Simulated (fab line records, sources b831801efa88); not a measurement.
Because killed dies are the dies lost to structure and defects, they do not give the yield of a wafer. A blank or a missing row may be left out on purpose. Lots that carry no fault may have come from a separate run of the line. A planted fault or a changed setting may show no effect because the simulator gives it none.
fab line records | flow sky130
record: lots: 7 wafers: 21 lastDay: 49
route steps=708 shown PWDE@46 NWELL@56 PAD_OPEN@708
lots untouched by any fault: they come from a run of this same line in which no faults occurred
startH: the number of hours between the record's first day and the start of the first shown wafer of the lot | waitH: hours from the lot's prior step to this one | " identical to the entry in the row above | L1.1+2: several wafers, shown together as one row | - no value, or no start was given | * or withheld: withheld | < > ~ a bound
route shown NAME@n: NAME is a module with steps in the file, n the number in the route of the first one | usual: average and standard deviation across the fault-free wafers | same: alike in all rows | chamber/n: place in a boat | sites: each site's reading | _std_site: standard deviation of those values | _edge_site: mean of outer sites minus mean of inner sites | radiusMm: for every site, how far away it sits from the centre of the wafer | mask NAME#n: copy n | behind: the tool/chamber that last shaped the wafer | hold: why the lot went on hold/how many hours it stayed there/how the hold came to an end | device: transistor that didn't switch, given as n, p or np | end of line: tests run on the same wafers once the route is complete | a step without rows: its recipe alone | killed: count of dies lost to structure and defects at first sort (not the wafer's yield) | map: per-die view of a wafer (x killed, . not killed, _ where there is no die)
set.NAME: the setting that was run; set.NAME@STEP: the one run at that earlier step | model.NAME: the simulator's own value behind a step, which no gauge read
lots at some steps of the route; a table a step, a row a wafer
services: the hour from which a tool's chamber was out of use, counted from the record's first day as startH (under 0 if before that day), plus the number of hours and why
== steps ==
step: SKY_PWDE_HMDS_01
recipe: primeTimeS: 60 primeTempC: 120
step: SKY_PWDE_COAT_02
recipe: spinRpm: 2000 resistThkNm: 3000
step: SKY_PWDE_SOFTBAKE_03
recipe: tempC: 110 timeS: withheld
step: SKY_PWDE_EXPOSE_04
recipe: maskId: PWDEM na: 0.6 sourceShape: conventional sigmaOuter: 0.6 polarization: unpolarized targetCdNm: 840 doseMj: 214
step: SKY_PWDE_PEB_05
recipe: tempC: 115 timeS: withheld
step: SKY_PWDE_DEVELOP_06
recipe: wallAngleDeg: 90 developer: TMAH developTimeS: 60 devTempC: 23
step: SKY_PWDE_OVL_MEAS_07
usual: PWDE_OVL: 1.1/1.4
columns lot.wafer tool chamber startH waitH PWDE_OVL[nm]
L271.1 overlay-01 - 87.21 - 0.9
L271.5 " - " " 2.0
L271.6 " - " " 2.4
L276.1 overlay-02 - 120.80 - 1.6
L276.2 " - " " 1.8
L276.6 " - " " 1.5
L277.2 overlay-01 - 124.50 - 2.2
L277.3 " - " " 0.8
L277.6 " - " " 1.3
L278.2 overlay-01 - 131.42 - 0.1
L278.3 " - " " 0.9
L278.5 " - " " 0.9
L279.2 overlay-01 - 138.10 - 2.7
L279.3 " - " " 0.3
L279.6 " - " " 0.7
L284.1 overlay-01 - 166.80 - 0.5
L284.2 " - " " -0.6
L284.4 " - " " -0.2
L286.2 overlay-01 - 180.61 - 0.1
L286.3 " - " " 0.1
L286.6 " - " " 1.6
step: SKY_PWDE_IMPLANT_08
recipe: species: B energyKev: 150 doseCm2: 3.6e+12 tiltDeg: withheld
step: SKY_PWDE_STRIP_09
recipe: chemistry: O2/N2 powerW: 1400 pressureMtorr: 1500 platenTempC: withheld o2FlowSccm: 3000 n2FlowSccm: 300 overashFraction: 0.5
usual: drypumpMotorCurrentA: 5.9/0.35 oesProductAu: 0.723/0.0042 stripTimeToEndpointS: 36.93/0.11
columns lot.wafer tool chamber startH waitH drypumpMotorCurrentA oesProductAu rfHoursCounterH stripTimeToEndpointS
L271.1 plasmaAsher-02 0 87.40 0.1 6.1 0.720 43 36.84
L271.5 " 1 " " 5.6 0.721 - 36.77
L271.6 " 0 " " 6.1 0.725 - 36.85
L276.1 plasmaAsher-03 0 120.99 0.1 5.6 0.723 43 36.97
L276.2 " 1 " " 6.1 0.724 43 36.96
L276.6 " 1 " " 6.1 0.723 - 36.91
L277.2 plasmaAsher-04 1 124.68 0.1 6.4 0.729 29 37.20
L277.3 " 1 " " 6.3 0.726 - 37.16
L277.6 " 1 " " 6.3 0.729 - 37.01
L278.2 plasmaAsher-03 1 131.60 0.1 6.1 0.729 44 36.84
L278.3 " 1 " " 6.1 0.725 - 36.98
L278.5 " 0 " " 5.6 0.728 - 36.86
L279.2 plasmaAsher-04 1 138.28 0.1 6.4 0.731 30 36.96
L279.3 " 1 " " 6.3 0.725 - 36.99
L279.6 " 1 " " 6.4 0.726 - 37.04
L284.1 plasmaAsher-04 1 166.99 0.1 6.4 0.713 33 37.06
L284.2 " 0 " " 5.4 0.720 33 37.02
L284.4 " 0 " " 5.4 0.715 - 37.00
L286.2 plasmaAsher-02 1 180.79 0.1 5.7 0.726 52 36.88
L286.3 " 0 " " 6.1 0.730 - 37.01
L286.6 " 1 " " 5.7 0.720 - 36.89
step: SKY_PWDE_TW_MEAS_10
usual: PWDE_TW: 375.5/2.3
columns lot.wafer tool chamber startH waitH PWDE_TW
L271.1 filmMetro-03 - 87.50 0.1 378.7
L271.5 " - " " 377.5
L271.6 " - " " 378.6
L276.1 filmMetro-02 - 121.09 0.1 375.1
L276.2 " - " " 374.7
L276.6 " - " " 374.4
L277.2 filmMetro-02 - 124.79 0.1 376.1
L277.3 " - " " 376.0
L277.6 " - " " 375.2
L278.2 filmMetro-03 - 131.71 0.1 377.3
L278.3 " - " " 376.2
L278.5 " - " " 380.1
L279.2 filmMetro-02 - 138.39 0.1 374.5
L279.3 " - " " 374.3
L279.6 " - " " 374.3
L284.1 filmMetro-03 - 167.09 0.1 378.6
L284.2 " - " " 377.2
L284.4 " - " " 377.5
L286.2 filmMetro-03 - 180.90 0.1 376.4
L286.3 " - " " 377.0
L286.6 " - " " 377.8
step: SKY_NWELL_DEHYDRATE_03
recipe: tempC: 200 timeS: 60
step: SKY_NWELL_HMDS_04
recipe: primeTimeS: 60 primeTempC: 120
step: SKY_NWELL_COAT_05
recipe: spinRpm: 2000 resistThkNm: 3000
usual: chillPlateTempC: 22.98/0.1 dispensePressureKPa: 52.8/1.6
columns lot.wafer tool chamber startH waitH chillPlateTempC dispensePressureKPa
L271.1 lithoTrack-04 0 95.75 0.1 23.02 54.0
L271.5 " 0 " " 22.94 54.0
L271.6 " 0 " " 22.91 54.0
L276.1 lithoTrack-04 - 129.60 0.1 - -
L276.2 " - " " - -
L276.6 " - " " - -
L277.2 lithoTrack-03 - 132.98 0.1 - -
L277.3 " - " " - -
L277.6 " - " " - -
L278.2 lithoTrack-03 - 141.08 0.1 - -
L278.3 " - " " - -
L278.5 " - " " - -
L279.2 lithoTrack-04 0 146.77 0.1 23.03 54.0
L279.3 " 0 " " 22.97 54.0
L279.6 " 0 " " 22.93 54.0
L284.1 lithoTrack-02 0 176.86 0.1 23.02 53.5
L284.2 " 0 " " 22.89 53.5
L284.4 " 0 " " 22.79 53.4
L286.2 lithoTrack-03 0 191.22 0.1 22.97 50.0
L286.3 " 0 " " 22.95 50.0
L286.6 " 0 " " 22.86 50.0
step: SKY_NWELL_SOFTBAKE_06
recipe: tempC: 110 timeS: withheld
step: SKY_NWELL_EXPOSE_07
recipe: maskId: NWM na: 0.6 sourceShape: conventional sigmaOuter: 0.6 polarization: unpolarized targetCdNm: 840 doseMj: 255
step: SKY_NWELL_PEB_08
recipe: tempC: 115 timeS: withheld
step: SKY_NWELL_DEVELOP_09
recipe: wallAngleDeg: 90 developer: TMAH developTimeS: 62.97 devTempC: 23
same: developTimeS: 62.97
columns lot.wafer tool chamber startH waitH model.NWELL.cdNm
L271.1 lithoTrack-02 0 - - 838.1
L271.5 " 0 " " 834.3
L271.6 " 0 " " 836.7
L276.1 lithoTrack-03 0 - - 843.7
L276.2 " 0 " " 845.2
L276.6 " 0 " " 846.4
L277.2 lithoTrack-02 0 - - 844.8
L277.3 " 0 " " 845.6
L277.6 " 0 " " 843.3
L278.2 lithoTrack-03 0 - - 845.9
L278.3 " 0 " " 846.3
L278.5 " 0 " " 842.7
L279.2 lithoTrack-04 0 - - 842.2
L279.3 " 0 " " 845.7
L279.6 " 0 " " 845.6
L284.1 lithoTrack-03 0 - - 833.3
L284.2 " 0 " " 833.1
L284.4 " 0 " " 832
L286.2 lithoTrack-03 0 - - 842.8
L286.3 " 0 " " 842.9
L286.6 " 0 " " 842.7
step: SKY_NWELL_OVL_MEAS_10
usual: NWELL_00_OVL: 0.6/1.5
columns lot.wafer tool chamber startH waitH NWELL_00_OVL[nm]
L271.1 overlay-01 - 105.01 - 1.0
L271.5 " - " " -0.7
L271.6 " - " " 1.2
L276.1 overlay-01 - 138.90 - -
L276.2 " - " " -
L276.6 " - " " -
L277.2 overlay-01 - 142.17 - -
L277.3 " - " " -
L277.6 " - " " -
L278.2 overlay-02 - 150.56 - -
L278.3 " - " " -
L278.5 " - " " -
L279.2 overlay-01 - 157.40 - -0.8
L279.3 " - " " 0.4
L279.6 " - " " -0.4
L284.1 overlay-02 - 187.50 - 0.2
L284.2 " - " " 0.2
L284.4 " - " " 0.7
L286.2 overlay-02 - 202.26 - -1.0
L286.3 " - " " 0.2
L286.6 " - " " -0.7
step: SKY_NWELL_IMPLANT_11
recipe: species: P energyKev: 400 doseCm2: 1.9e+13 tiltDeg: withheld
step: SKY_NWELL_IMPLANT_12
recipe: species: P energyKev: 120 doseCm2: 1.3e+12 tiltDeg: withheld
step: SKY_NWELL_IMPLANT_13
recipe: species: P energyKev: 50 doseCm2: 7e+11 tiltDeg: withheld
step: SKY_NWELL_STRIP_14
recipe: chemistry: O2/N2 powerW: 1400 pressureMtorr: 1500 platenTempC: withheld o2FlowSccm: 3000 n2FlowSccm: 300 overashFraction: 0.5
usual: drypumpMotorCurrentA: 6.1/0.45 oesProductAu: 0.723/0.0046 stripTimeToEndpointS: 36.94/0.13
columns lot.wafer tool chamber startH waitH drypumpMotorCurrentA oesProductAu rfHoursCounterH stripTimeToEndpointS
L271.1 plasmaAsher-01 0 105.50 0.1 6.7 0.719 44 37.06
L271.5 " 0 " " 6.7 0.731 - 37.09
L271.6 " 1 " " 5.9 0.728 - 37.09
L276.1 plasmaAsher-01 1 139.39 0.1 5.9 - 2 -
L276.2 " 0 " " 6.7 - 2 -
L276.6 " 1 " " 5.9 - - -
L277.2 plasmaAsher-03 1 142.65 0.1 6.1 - 45 -
L277.3 " 0 " " 5.5 - - -
L277.6 " 0 " " 5.6 - - -
L278.2 plasmaAsher-01 1 151.04 0.1 5.9 - 3 -
L278.3 " 1 " " 5.9 - - -
L278.5 " 1 " " 5.9 - - -
L279.2 plasmaAsher-01 0 157.88 0.1 6.7 0.714 4 36.87
L279.3 " 1 " " 5.9 0.731 - 36.89
L279.6 " 1 " " 5.9 0.718 - 36.77
L284.1 plasmaAsher-04 0 187.99 0.1 5.4 0.721 36 37.01
L284.2 " 1 " " 6.3 0.724 36 37.13
L284.4 " 0 " " 5.5 0.726 - 37.15
L286.2 plasmaAsher-03 0 202.74 0.1 5.5 0.722 49 36.80
L286.3 " 0 " " 5.5 0.720 - 36.94
L286.6 " 0 " " 5.5 0.735 - 36.87
step: SKY_NWELL_TW_MEAS_15
usual: NWELL_TW: 1829/12
columns lot.wafer tool chamber startH waitH NWELL_TW
L271.1 filmMetro-02 - 105.60 0.1 1830
L271.5 " - " " 1838
L271.6 " - " " 1835
L276.1 filmMetro-02 - 139.49 0.1 1832
L276.2 " - " " 1820
L276.6 " - " " 1824
L277.2 filmMetro-02 - 142.76 0.1 1835
L277.3 " - " " 1823
L277.6 " - " " 1823
L278.2 filmMetro-03 - 151.15 0.1 1836
L278.3 " - " " 1835
L278.5 " - " " 1841
L279.2 filmMetro-02 - 157.99 0.1 1831
L279.3 " - " " 1828
L279.6 " - " " 1826
L284.1 filmMetro-04 - 188.09 0.1 1799
L284.2 " - " " 1803
L284.4 " - " " 1810
L286.2 filmMetro-03 - 202.85 0.1 1823
L286.3 " - " " 1840
L286.6 " - " " 1835
step: SKY_NWELL_DEHYDRATE_16
recipe: tempC: 200 timeS: 60
step: SKY_NWELL_HMDS_17
recipe: primeTimeS: 60 primeTempC: 120
step: SKY_NWELL_COAT_18
recipe: spinRpm: 2000 resistThkNm: 3000
step: SKY_NWELL_SOFTBAKE_19
recipe: tempC: 110 timeS: withheld
step: SKY_NWELL_EXPOSE_20
recipe: maskId: NWM_COMPLEMENT na: 0.6 sourceShape: conventional sigmaOuter: 0.6 polarization: unpolarized targetCdNm: 840 doseMj: 260
step: SKY_NWELL_PEB_21
recipe: tempC: 115 timeS: withheld
step: SKY_NWELL_DEVELOP_22
recipe: wallAngleDeg: 90 developer: TMAH developTimeS: 60 devTempC: 23
step: SKY_NWELL_OVL_MEAS_23
usual: NWELL_01_OVL: 0.6/1.4
columns lot.wafer tool chamber startH waitH NWELL_01_OVL[nm]
L271.1 overlay-01 - 123.11 - 1.5
L271.5 " - " " 0.9
L271.6 " - " " 2.9
L276.1 overlay-01 - 158.70 - 3.4
L276.2 " - " " 2.0
L276.6 " - " " 2.4
L277.2 overlay-02 - 162.72 - 1.3
L277.3 " - " " 2.8
L277.6 " - " " 0.4
L278.2 overlay-02 - 171.56 - 1.2
L278.3 " - " " 1.6
L278.5 " - " " 1.3
L279.2 overlay-01 - 177.81 - -1.2
L279.3 " - " " -0.1
L279.6 " - " " 0.2
L284.1 overlay-01 - 208.51 - -1.3
L284.2 " - " " 1.4
L284.4 " - " " 1.5
L286.2 overlay-01 - 223.67 - 2.0
L286.3 " - " " 0.5
L286.6 " - " " 0.6
step: SKY_NWELL_IMPLANT_24
recipe: species: B energyKev: 140 doseCm2: 9.2e+12 tiltDeg: withheld
step: SKY_NWELL_STRIP_25
recipe: chemistry: O2/N2 powerW: 1400 pressureMtorr: 1500 platenTempC: withheld o2FlowSccm: 3000 n2FlowSccm: 300 overashFraction: 0.5
usual: drypumpMotorCurrentA: 5.9/0.41 oesProductAu: 0.723/0.0046 stripTimeToEndpointS: 36.91/0.099
columns lot.wafer tool chamber startH waitH drypumpMotorCurrentA oesProductAu rfHoursCounterH stripTimeToEndpointS
L271.1 plasmaAsher-04 1 123.30 0.1 6.4 0.733 29 36.85
L271.5 " 0 " " 5.4 0.728 - 36.94
L271.6 " 1 " " 6.4 0.725 - 36.91
L276.1 plasmaAsher-04 0 158.88 0.1 5.4 0.720 32 36.84
L276.2 " 1 " " 6.4 0.713 32 36.94
L276.6 " 0 " " 5.4 0.722 - 36.81
L277.2 plasmaAsher-04 1 162.90 0.1 6.4 0.727 33 36.85
L277.3 " 0 " " 5.4 0.723 - 36.84
L277.6 " 0 " " 5.5 0.723 - 36.91
L278.2 plasmaAsher-04 0 171.74 0.1 5.4 0.725 34 36.95
L278.3 " 0 " " 5.4 0.722 - 36.94
L278.5 " 0 " " 5.4 0.722 - 36.89
L279.2 plasmaAsher-04 0 178.02 0.1 5.4 0.720 35 37.09
L279.3 " 1 " " 6.3 0.721 - 36.98
L279.6 " 0 " " 5.4 0.723 - 37.05
L284.1 plasmaAsher-03 0 208.70 0.1 5.6 0.726 50 36.91
L284.2 " 1 " " 6.1 0.729 50 36.91
L284.4 " 1 " " 6.1 0.727 - 36.98
L286.2 plasmaAsher-03 1 223.85 0.1 6.1 0.728 51 36.89
L286.3 " 1 " " 6.1 0.718 - 36.88
L286.6 " 0 " " 5.5 0.726 - 36.82
step: SKY_NWELL_TW_MEAS_26
usual: NWELL_2_TW: 499.7/2.7
columns lot.wafer tool chamber startH waitH NWELL_2_TW
L271.1 filmMetro-03 - 123.40 0.1 501.5
L271.5 " - " " 500.3
L271.6 " - " " 502.8
L276.1 filmMetro-03 - 158.98 0.1 1856.8
L276.2 " - " " 1852.3
L276.6 " - " " 1834.5
L277.2 filmMetro-03 - 163.01 0.1 1849.8
L277.3 " - " " 1847.2
L277.6 " - " " 1840.8
L278.2 filmMetro-02 - 171.85 0.1 1845.2
L278.3 " - " " 1831.1
L278.5 " - " " 1847.7
L279.2 filmMetro-02 - 178.13 0.1 498.2
L279.3 " - " " 502.8
L279.6 " - " " 498.4
L284.1 filmMetro-03 - 208.80 0.1 499.5
L284.2 " - " " 502.8
L284.4 " - " " 504.6
L286.2 filmMetro-03 - 223.96 0.1 497.5
L286.3 " - " " 499.5
L286.6 " - " " 499.8
step: SKY_NWELL_CLEAN_27
recipe: chemistry: SC1/SC2 mix: 1:4:20 tempC: 70 timeS: 156.3 dry: n2Spin
step: SKY_PAD_OPEN_PROBE_99
usual: killed_at_M0_to_M3: 44/7.2 killed_at_M4_up: 3.1/1.8 killedAtContacts: 25/5.2 killedAtFrontEnd: 15/3.9 killedAtOther: 0.2/0.5 killedDies: 86/9.5 killedOnRim: 17/3.5 killedOpen: 47/7.3 killedShort: 40/6
same: grossDies: 492 killedAtBackSide: 0
columns lot.wafer tool chamber startH waitH killed_at_M0_to_M3 killed_at_M4_up killedAtContacts killedAtFrontEnd killedAtOther killedDies killedOnRim killedOpen killedShort
L271.1 prober-02 - 1095.58 0.1 38 5 18 20 0 81 14 35 46
L271.5 prober-02 - 1095.78 0.2 52 8 30 17 0 107 19 58 49
L271.6 prober-02 - 1095.83 0.2 46 1 19 17 0 83 16 41 42
L276.1 prober-02 - 1134.49 0.1 49 1 19 423 0 492 96 52 31
L276.2 prober-02 - 1134.54 0.1 49 2 15 426 0 492 96 38 38
L276.6 prober-02 - 1134.74 0.2 38 3 32 417 2 492 96 40 50
L277.2 prober-01 - 1134.87 0.1 35 4 20 433 0 492 96 33 40
L277.3 prober-01 - 1134.92 0.2 39 2 27 424 0 492 96 41 36
L277.6 prober-01 - 1135.07 0.2 37 4 25 426 0 492 96 48 31
L278.2 prober-02 - 1142.57 0.1 62 3 24 403 0 492 96 52 51
L278.3 prober-02 - 1142.62 0.2 41 1 25 425 0 492 96 42 35
L278.5 prober-02 - 1142.72 0.2 44 5 22 421 0 492 96 47 40
L279.2 prober-01 - 1143.52 0.1 41 1 31 20 1 94 15 59 35
L279.3 prober-01 - 1143.57 0.2 49 3 17 11 0 80 19 42 38
L279.6 prober-01 - 1143.72 0.2 48 3 13 9 0 73 16 34 39
L284.1 prober-02 - 1175.72 0.1 48 6 23 19 0 96 27 59 35
L284.2 prober-02 - 1175.77 0.1 38 4 25 15 1 83 21 43 40
L284.4 prober-02 - 1175.87 0.2 35 2 38 24 0 99 13 51 46
killed by level:class
L271.1 FIELD_ISO:geometricParticle:short=6 VIA1:geometricParticle:open=6 VIA3:geometricParticle:open=6 METAL2:geometricParticle:short=6 VIA2:geometricParticle:open=5 POLY_GATE:geometricParticle:short=5 LI_CONTACT:geometricParticle:open=5 CONTACT:geometricParticle:open=4
L271.5 CONTACT:geometricParticle:open=13 VIA1:geometricParticle:open=13 METAL1:geometricParticle:short=8 VIA1:geometricParticle:short=7 LI_CONTACT:geometricParticle:open=6 METAL2:geometricParticle:short=5 VIA3:geometricParticle:open=5 LOCAL_INTERCONNECT:geometricParticle:short=4
L271.6 VIA1:geometricParticle:open=12 VIA3:geometricParticle:open=8 CONTACT:geometricParticle:open=7 METAL2:geometricParticle:short=7 METAL1:geometricParticle:short=5 METAL3:geometricParticle:short=5 POLY_GATE:geometricParticle:short=4 SPACER:geometricParticle:open=4
L276.1 NWELL:areaExpose=409 VIA1:geometricParticle:open=9 LI_CONTACT:geometricParticle:open=7 METAL1:geometricParticle:short=7 VIA3:geometricParticle:open=7 VIA2:geometricParticle:open=7 POLY_GATE:geometricParticle:open=6 CONTACT:geometricParticle:open=6
L276.2 NWELL:areaExpose=416 METAL2:geometricParticle:short=11 VIA2:geometricParticle:open=11 VIA1:geometricParticle:open=7 CONTACT:geometricParticle:open=6 METAL1:geometricParticle:short=5 VIA3:geometricParticle:open=4 FIELD_ISO:geometricParticle:short=3
L276.6 NWELL:areaExpose=402 CONTACT:geometricParticle:short=10 METAL1:geometricParticle:short=9 CONTACT:geometricParticle:open=8 VIA1:geometricParticle:open=7 POLY_GATE:geometricParticle:open=6 LOCAL_INTERCONNECT:geometricParticle:short=6 METAL2:geometricParticle:short=5
L277.2 NWELL:areaExpose=419 LI_CONTACT:geometricParticle:open=8 FIELD_ISO:geometricParticle:short=6 VIA1:geometricParticle:open=6 VIA2:geometricParticle:open=6 CONTACT:geometricParticle:open=5 VIA1:geometricParticle:short=5 LOCAL_INTERCONNECT:geometricParticle:short=4
L277.3 NWELL:areaExpose=415 LI_CONTACT:geometricParticle:open=10 CONTACT:geometricParticle:open=8 METAL1:geometricParticle:short=8 VIA3:geometricParticle:open=8 LI_CONTACT:geometricParticle:short=5 VIA1:geometricParticle:open=5 VIA1:geometricParticle:short=5
L277.6 NWELL:areaExpose=413 CONTACT:geometricParticle:open=10 VIA1:geometricParticle:open=9 VIA2:geometricParticle:open=9 FIELD_ISO:geometricParticle:open=5 LI_CONTACT:geometricParticle:open=5 LOCAL_INTERCONNECT:geometricParticle:short=5 VIA2:geometricParticle:short=4
L278.2 NWELL:areaExpose=389 VIA1:geometricParticle:open=11 VIA2:geometricParticle:open=10 LI_CONTACT:geometricParticle:open=9 VIA1:geometricParticle:short=9 METAL1:geometricParticle:short=8 FIELD_ISO:geometricParticle:open=6 VIA3:geometricParticle:open=6
L278.3 NWELL:areaExpose=415 VIA1:geometricParticle:open=11 LI_CONTACT:geometricParticle:open=9 CONTACT:geometricParticle:open=7 METAL2:geometricParticle:short=6 LI_CONTACT:geometricParticle:short=5 METAL1:geometricParticle:short=5 VIA2:geometricParticle:open=5
L278.5 NWELL:areaExpose=405 VIA1:geometricParticle:open=15 LI_CONTACT:geometricParticle:open=10 VIA1:geometricParticle:short=8 FIELD_ISO:geometricParticle:open=5 LOCAL_INTERCONNECT:geometricParticle:short=5 METAL2:geometricParticle:short=4 POLY_GATE:geometricParticle:short=4
L279.2 CONTACT:geometricParticle:open=14 VIA1:geometricParticle:open=13 LI_CONTACT:geometricParticle:open=8 FIELD_ISO:geometricParticle:short=7 VIA2:geometricParticle:open=7 POLY_GATE:geometricParticle:open=5 FIELD_ISO:geometricParticle:open=4 LOCAL_INTERCONNECT:geometricParticle:short=4
L279.3 VIA2:geometricParticle:open=12 METAL2:geometricParticle:short=9 LI_CONTACT:geometricParticle:open=8 VIA3:geometricParticle:open=6 VIA1:geometricParticle:short=5 VIA1:geometricParticle:open=5 FIELD_ISO:geometricParticle:short=4 METAL1:geometricParticle:short=4
L279.6 VIA1:geometricParticle:open=13 VIA1:geometricParticle:short=8 VIA3:geometricParticle:open=7 CONTACT:geometricParticle:open=5 METAL2:geometricParticle:short=5 VIA2:geometricParticle:short=5 CONTACT:geometricParticle:short=4 FIELD_ISO:geometricParticle:short=3
L284.1 VIA1:geometricParticle:open=11 CONTACT:geometricParticle:open=10 VIA2:geometricParticle:open=8 METAL1:geometricParticle:short=7 FIELD_ISO:geometricParticle:open=6 LI_CONTACT:geometricParticle:open=6 VIA1:geometricParticle:short=5 VIA3:geometricParticle:open=5
L284.2 CONTACT:geometricParticle:open=12 VIA3:geometricParticle:open=7 VIA1:geometricParticle:open=7 CONTACT:geometricParticle:short=5 FIELD_ISO:geometricParticle:open=5 VIA3:geometricParticle:short=5 FIELD_ISO:geometricParticle:short=4 VIA1:geometricParticle:short=4
L284.4 VIA1:geometricParticle:open=10 CONTACT:geometricParticle:short=9 CONTACT:geometricParticle:open=8 LOCAL_INTERCONNECT:geometricParticle:short=7 POLY_GATE:geometricParticle:open=7 LI_CONTACT:geometricParticle:open=7 VIA3:geometricParticle:open=7 LI_CONTACT:geometricParticle:short=5
map L276.1 (x killed, . not)
__________xxxxxxxxxx_________
________xxxxxxxxxxxxxx_______
______xxxxxxxxxxxxxxxxxx_____
_____xxxxxxxxxxxxxxxxxxxx____
____xxxxxxxxxxxxxxxxxxxxxx___
___xxxxxxxxxxxxxxxxxxxxxxxx__
__xxxxxxxxxxxxxxxxxxxxxxxxxx_
_xxxxxxxxxxxxxxxxxxxxxxxxxxxx
_xxxxxxxxxxxxxxxxxxxxxxxxxxxx
_xxxxxxxxxxxxxxxxxxxxxxxxxxxx
_xxxxxxxxxxxxxxxxxxxxxxxxxxxx
_xxxxxxxxxxxxxxxxxxxxxxxxxxxx
_xxxxxxxxxxxxxxxxxxxxxxxxxxxx
_xxxxxxxxxxxxxxxxxxxxxxxxxxxx
_xxxxxxxxxxxxxxxxxxxxxxxxxxxx
__xxxxxxxxxxxxxxxxxxxxxxxxxx_
___xxxxxxxxxxxxxxxxxxxxxxxx__
____xxxxxxxxxxxxxxxxxxxxxx___
_____xxxxxxxxxxxxxxxxxxxx____
______xxxxxxxxxxxxxxxxxx_____
________xxxxxxxxxxxxxx_______
__________xxxxxxxxxx_________
map L277.2 (x killed, . not)
__________xxxxxxxxxx_________
________xxxxxxxxxxxxxx_______
______xxxxxxxxxxxxxxxxxx_____
_____xxxxxxxxxxxxxxxxxxxx____
____xxxxxxxxxxxxxxxxxxxxxx___
___xxxxxxxxxxxxxxxxxxxxxxxx__
__xxxxxxxxxxxxxxxxxxxxxxxxxx_
_xxxxxxxxxxxxxxxxxxxxxxxxxxxx
_xxxxxxxxxxxxxxxxxxxxxxxxxxxx
_xxxxxxxxxxxxxxxxxxxxxxxxxxxx
_xxxxxxxxxxxxxxxxxxxxxxxxxxxx
_xxxxxxxxxxxxxxxxxxxxxxxxxxxx
_xxxxxxxxxxxxxxxxxxxxxxxxxxxx
_xxxxxxxxxxxxxxxxxxxxxxxxxxxx
_xxxxxxxxxxxxxxxxxxxxxxxxxxxx
__xxxxxxxxxxxxxxxxxxxxxxxxxx_
___xxxxxxxxxxxxxxxxxxxxxxxx__
____xxxxxxxxxxxxxxxxxxxxxx___
_____xxxxxxxxxxxxxxxxxxxx____
______xxxxxxxxxxxxxxxxxx_____
________xxxxxxxxxxxxxx_______
__________xxxxxxxxxx_________
== services ==
columns tool chamber startH hours kind
plasmaAsher-02 - 92.35 0.8 repair
plasmaAsher-01 - 108.75 9.0 pm
plasmaAsher-01 0 108.75 9.0 ventCycle
plasmaAsher-01 1 108.75 9.0 ventCycle
plasmaAsher-01 0 117.75 - clean
plasmaAsher-01 1 117.75 - clean
plasmaAsher-03 - 167.04 19.2 repair
== key ==
firstSign: step: SKY_NWELL_COAT_05 reading: toolRecord direction: missing
effect: step: SKY_NWELL_OVL_MEAS_10 reading: NWELL_00_OVL direction: missing
effect: step: SKY_NWELL_TW_MEAS_26 reading: NWELL_2_TW direction: up sigmas: 99+ usual: 499.7 struck: 1845.0
effect: step: SKY_PAD_OPEN_PROBE_99 reading: killedAtFrontEnd direction: up sigmas: 99+ usual: 15 struck: 422
modelEffect: step: SKY_NWELL_DEVELOP_09 value: NWELL.cdNm without: 838.4 struck: 844.9
moreKillsBornAt: SKY_NWELL_EXPOSE_07@ilineStepper-02: 3683
metAt SKY_NWELL_COAT_05
struckWafers L276.1,L276.2,L276.6,L277.2,L277.3,L277.6,L278.2,L278.3,L278.5
testerLeftOut L276,L277,L278
onsetBetween 95.75 129.60
fault: kind: skippedStepWhole tool: lithoTrack-03,lithoTrack-04 chamber: - onsetH: 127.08 steps: SKY_NWELL_COAT_05 scope: struckLotsOnly
testerLeftOut: of these lots the tester's yield and bins aren't shown, on N5 and GAA mostly nor the transistor test; their killed dies are dies lost to structure and defects alone, not to doping, threshold or leakage, so they don't give the yield
